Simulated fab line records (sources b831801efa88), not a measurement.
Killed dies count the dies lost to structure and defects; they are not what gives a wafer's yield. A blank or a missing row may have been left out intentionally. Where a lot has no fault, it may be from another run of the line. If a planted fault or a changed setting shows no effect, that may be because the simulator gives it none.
2 desks, one fault    flow gf180mcu    numbers are kept per desk, each desk with only its own; the story behind them comes last

== METROLOGY DESK ==
Means of the sampled wafers that have a number, per lot and without regard to the tool the lot ran on: this is what the gauges read. Marked OUT: a lot whose mean sits more than 4 standard deviations from the usual mean, which makes it out of limits; the brackets give that distance.
Columns: A = cd_nm at GF_M5_CD_MEAS_07, usual 279.8 nm
lot   first seen here  A
L981  day 27 04:33     280.5
L983  day 27 12:26     279.3
L982  day 27 15:12     280.3
L985  day 28 05:49     281.2
L988  day 29 02:04     280.9
L989  day 29 11:52     281.2
L990  day 29 13:17     277.8
L991  day 29 21:26     280.1
L992  day 30 00:09     278.5
L994  day 30 14:19     280.9
L998  day 31 18:32     278.5
L999  day 31 20:46     277.8
L103  day 32 17:17     280.6
This desk's verdict: no lot among the 13 shows anything out of limits.

== THE TOOL OWNER'S DESK: plasma_asher-03 ==
The tool's own readings at GF_V5_STRIP_18 (strips in O2/N2): means of the sampled wafers that have a number, for each lot that ran on this tool. Marked OUT: a lot whose mean sits more than 4 standard deviations from the usual mean, which makes it out of limits; the brackets give that distance.
Columns: A = chamber_pressure_mTorr at GF_V5_STRIP_18, usual 1499.9 mTorr; B = drypump_motor_current_A at GF_V5_STRIP_18, usual 5.7 A; C = heater_power_w at GF_V5_STRIP_18, usual 331 W; D = oes_product_au at GF_V5_STRIP_18, usual 0.569 a.u.
lot   first seen here  A       B    C    D
L981  day 28 02:13     1500.1  6.2  311  0.567
L985  day 29 03:58     1499.9  6.6  286  0.571
L991  day 30 17:46     1500.0  6.2  311  0.575
L103  day 33 10:56     1499.3  6.6  298  0.567
This desk's verdict: no lot among the 4 shows anything out of limits.

== ALL TOGETHER ==
Nothing out of limits was seen by the metrology desk.
Nothing out of limits was seen by the tool owner's desk.

== WHAT THE SIMULATOR HAD PUT IN ==
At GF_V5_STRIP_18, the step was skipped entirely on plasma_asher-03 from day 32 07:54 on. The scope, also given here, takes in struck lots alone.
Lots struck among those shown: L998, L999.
